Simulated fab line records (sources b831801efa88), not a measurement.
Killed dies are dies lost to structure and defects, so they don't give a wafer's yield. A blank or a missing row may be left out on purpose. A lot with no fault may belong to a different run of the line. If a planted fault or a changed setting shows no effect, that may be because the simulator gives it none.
Which tool was responsible?	flow gf180mcu	15 lots with 45 wafers sampled at 4 steps, on a route of 602 steps

== WHAT THE GAUGES SHOWED, per wafer ==
Not one reading of a measure or inspect step in the record can be checked against a usual standard deviation.

== WHAT TOOL EACH LOT RAN ON (gives the tool, then ch and the chambers of the sampled wafers, and finally the start) ==
lot	GF_NWELL_STRIP_10	GF_MVPSD_DEVELOP_06	GF_MVPSD_STRIP_10	GF_VT_IMPLANT_STRIP_09
L812	plasma asher-02 ch 0,1, day 3 12:55	litho track-04 ch 0, day 5 06:00	plasma asher-03 ch 0,1, day 5 06:38	plasma asher-02 ch 0,1, day 5 21:07
L813	plasma asher-02 ch 0, day 3 19:04	litho track-03 ch 0, day 5 12:00	plasma asher-02 ch 0,1, day 5 12:31	plasma asher-01 ch 0,1, day 6 02:58
L814	plasma asher-03 ch 0,1, day 3 22:46	litho track-04 ch 0, day 5 15:00	plasma asher-04 ch 0,1, day 5 16:26	plasma asher-03 ch 0,1, day 6 07:43
L817	plasma asher-01 ch 0,1, day 4 15:55	litho track-02 ch 0, day 6 11:00	plasma asher-03 ch 0,1, day 6 11:31	plasma asher-02 ch 0,1, day 7 02:43
L819	plasma asher-01 ch 0,1, day 5 02:51	litho track-02 ch 0, day 6 23:00	plasma asher-04 ch 0,1, day 6 23:33	plasma asher-02 ch 0,1, day 7 15:51
L821	plasma asher-01 ch 0,1, day 5 12:48	litho track-03 ch 0, day 7 11:00	plasma asher-02 ch 0,1, day 7 12:06	plasma asher-01 ch 0,1, day 8 04:15
L822	plasma asher-01 ch 0,1, day 5 19:45	litho track-02 ch 0, day 7 17:00	plasma asher-02 ch 0,1, day 7 18:03	plasma asher-01 ch 0,1, day 8 10:14
L823	plasma asher-01 ch 0,1, day 6 02:04	litho track-02 ch 0, day 8 01:00	plasma asher-04 ch 0,1, day 8 01:49	plasma asher-02 ch 0,1, day 8 18:04
L824	plasma asher-01 ch 0,1, day 6 05:07	litho track-03 ch 0, day 8 05:00	plasma asher-02 ch 0,1, day 8 05:37	plasma asher-03 ch 0,1, day 8 22:19
L825	plasma asher-01 ch 0,1, day 6 13:07	litho track-03 ch 0, day 8 12:00	plasma asher-02 ch 0, day 8 13:16	plasma asher-02 ch 0,1, day 9 06:19
L830	plasma asher-01 ch 0,1, day 7 16:04	litho track-03, day 9 18:00	plasma asher-03 ch 0,1, day 9 19:13	plasma asher-01 ch 0,1, day 10 12:28
L831	plasma asher-02 ch 0,1, day 7 23:49	litho track-02, day 10 01:00	plasma asher-04 ch 0,1, day 10 02:22	plasma asher-03 ch 0,1, day 10 20:01
L832	plasma asher-02 ch 0,1, day 8 04:04	litho track-03, day 10 06:00	plasma asher-03 ch 0,1, day 10 06:43	plasma asher-01 ch 0,1, day 11 00:34
L833	plasma asher-02 ch 0,1, day 8 08:49	litho track-04 ch 0, day 10 13:00	plasma asher-04 ch 0,1, day 10 14:02	plasma asher-01 ch 0,1, day 11 07:58
L834	plasma asher-01 ch 0,1, day 8 13:01	litho track-02 ch 0, day 10 16:00	plasma asher-02 ch 0,1, day 10 17:16	plasma asher-01 ch 0,1, day 11 11:28
- GF_NWELL_STRIP_10: strips in O2/N2.
- GF_MVPSD_DEVELOP_06: develop time 60 s.
- GF_MVPSD_STRIP_10: strips in O2/N2.
- GF_VT_IMPLANT_STRIP_09: strips in O2/N2.

== WHAT THE TOOLS THEMSELVES READ (means of the sampled wafers that have a number; where no wafer has one, the mark that the record gives instead) ==
GF_NWELL_STRIP_10. Usual: drypump motor current A 6.0 A, standard deviation 0.43; heater power w 303 W, standard deviation 52; oes product au 0.722 a.u., standard deviation 0.0049; strip time to endpoint s 36.96 s, standard deviation 0.1.
lot	tool	drypump motor current A (A)	heater power w (W)	oes product au (a.u.)	strip time to endpoint s (s)	flag
L812	plasma asher-02	5.9	378	0.726	36.95	
L813	plasma asher-02	5.3	310	0.728	37.01	
L814	plasma asher-03	5.4	311	0.716	37.01	
L817	plasma asher-01	6.2	271	0.716	36.90	
L819	plasma asher-01	6.1	294	0.724	36.92	
L821	plasma asher-01	6.3	265	0.718	37.01	
L822	plasma asher-01	6.1	299	0.722	36.96	
L823	plasma asher-01	6.1	294	0.724	37.02	
L824	plasma asher-01	6.1	294	0.724	36.92	
L825	plasma asher-01	6.3	269	0.720	36.96	
L830	plasma asher-01	6.3	272	0.727	37.05	
L831	plasma asher-02	5.7	344	0.720	36.89	
L832	plasma asher-02	5.6	346	0.721	36.95	
L833	plasma asher-02	5.9	379	0.726	36.80	
L834	plasma asher-01	6.3	271	0.725	36.91	

GF_MVPSD_DEVELOP_06. Usual: chill plate temp C 22.98 C, standard deviation 0.1; exhaust pa 45.2 Pa, standard deviation 0.88.
lot	tool	chill plate temp C (C)	exhaust pa (Pa)	flag
L812	litho track-04	22.96	44.9	
L813	litho track-03	22.85	46.0	
L814	litho track-04	23.08	44.4	
L817	litho track-02	23.04	45.3	
L819	litho track-02	23.06	45.4	
L821	litho track-03	22.97	46.1	
L822	litho track-02	22.90	45.5	
L823	litho track-02	22.98	45.4	
L824	litho track-03	23.04	45.4	
L825	litho track-03	23.09	46.3	
L830	litho track-03	-	-	OFF
L831	litho track-02	-	-	OFF
L832	litho track-03	-	-	OFF
L833	litho track-04	23.00	44.3	
L834	litho track-02	22.71	44.8	

GF_MVPSD_STRIP_10. Usual: drypump motor current A 5.7 A, standard deviation 0.46; heater power w 339 W, standard deviation 50; oes product au 0.722 a.u., standard deviation 0.0049; strip time to endpoint s 36.95 s, standard deviation 0.11.
lot	tool	drypump motor current A (A)	heater power w (W)	oes product au (a.u.)	strip time to endpoint s (s)	flag
L812	plasma asher-03	5.1	316	0.717	37.00	
L813	plasma asher-02	5.7	347	0.718	36.91	
L814	plasma asher-04	6.0	309	0.723	36.83	
L817	plasma asher-03	5.1	320	0.722	36.91	
L819	plasma asher-04	6.1	348	0.722	37.12	
L821	plasma asher-02	5.9	378	0.724	36.96	
L822	plasma asher-02	5.7	348	0.721	36.80	
L823	plasma asher-04	6.0	315	0.722	37.10	
L824	plasma asher-02	5.6	345	0.720	37.10	
L825	plasma asher-02	5.4	310	0.720	37.03	
L830	plasma asher-03	5.1	318	0.722	36.74	
L831	plasma asher-04	6.0	346	0.717	36.85	
L832	plasma asher-03	5.2	324	0.726	37.06	
L833	plasma asher-04	6.1	352	0.728	36.88	
L834	plasma asher-02	5.6	342	0.723	36.93	

GF_VT_IMPLANT_STRIP_09. Usual: drypump motor current A 5.8 A, standard deviation 0.5; heater power w 323 W, standard deviation 55; oes product au 0.716 a.u., standard deviation 0.0044; strip time to endpoint s 12.613 s, standard deviation 0.029.
lot	tool	drypump motor current A (A)	heater power w (W)	oes product au (a.u.)	strip time to endpoint s (s)	flag
L812	plasma asher-02	5.9	381	0.713	12.627	
L813	plasma asher-01	6.1	297	0.722	12.641	
L814	plasma asher-03	5.4	314	0.715	12.603	
L817	plasma asher-02	5.7	342	0.717	12.623	
L819	plasma asher-02	5.7	347	0.717	12.649	
L821	plasma asher-01	6.3	273	0.716	12.583	
L822	plasma asher-01	6.3	268	0.717	12.606	
L823	plasma asher-02	5.7	348	0.710	12.564	
L824	plasma asher-03	5.2	316	0.714	12.596	
L825	plasma asher-02	5.9	379	0.718	12.593	
L830	plasma asher-01	6.3	266	0.713	12.634	
L831	plasma asher-03	5.4	308	0.718	12.588	
L832	plasma asher-01	6.1	294	0.713	12.617	
L833	plasma asher-01	6.1	292	0.714	12.601	
L834	plasma asher-01	6.1	297	0.717	12.631	

== THE ANSWER, worked out from the rows above alone ==
Rule: a lot counts as off when the mean over its wafers that have a number is more than 3 standard deviations away from the usual mean. Also off: a lot with no number at a reading for which 4 or more lots have one. Any other lot the step has rows for is counted as sound. First the gauges in route order, then the tools' own readings, where a lot's mean is used as printed above. At the first step where some lot is off, the reading lying furthest off is the one used; lots without a number count as furthest.
Off at GF_MVPSD_DEVELOP_06 (chill plate temp C): L830, L831, L832. Without a number there: L830, L831, L832.
If a tool, at that step or one of the process steps before it, ran each lot that is off and ran no sound lot following the first of them, it fits. Not one of the candidates tried fits.

== WHAT THE SIMULATOR PUT IN ==
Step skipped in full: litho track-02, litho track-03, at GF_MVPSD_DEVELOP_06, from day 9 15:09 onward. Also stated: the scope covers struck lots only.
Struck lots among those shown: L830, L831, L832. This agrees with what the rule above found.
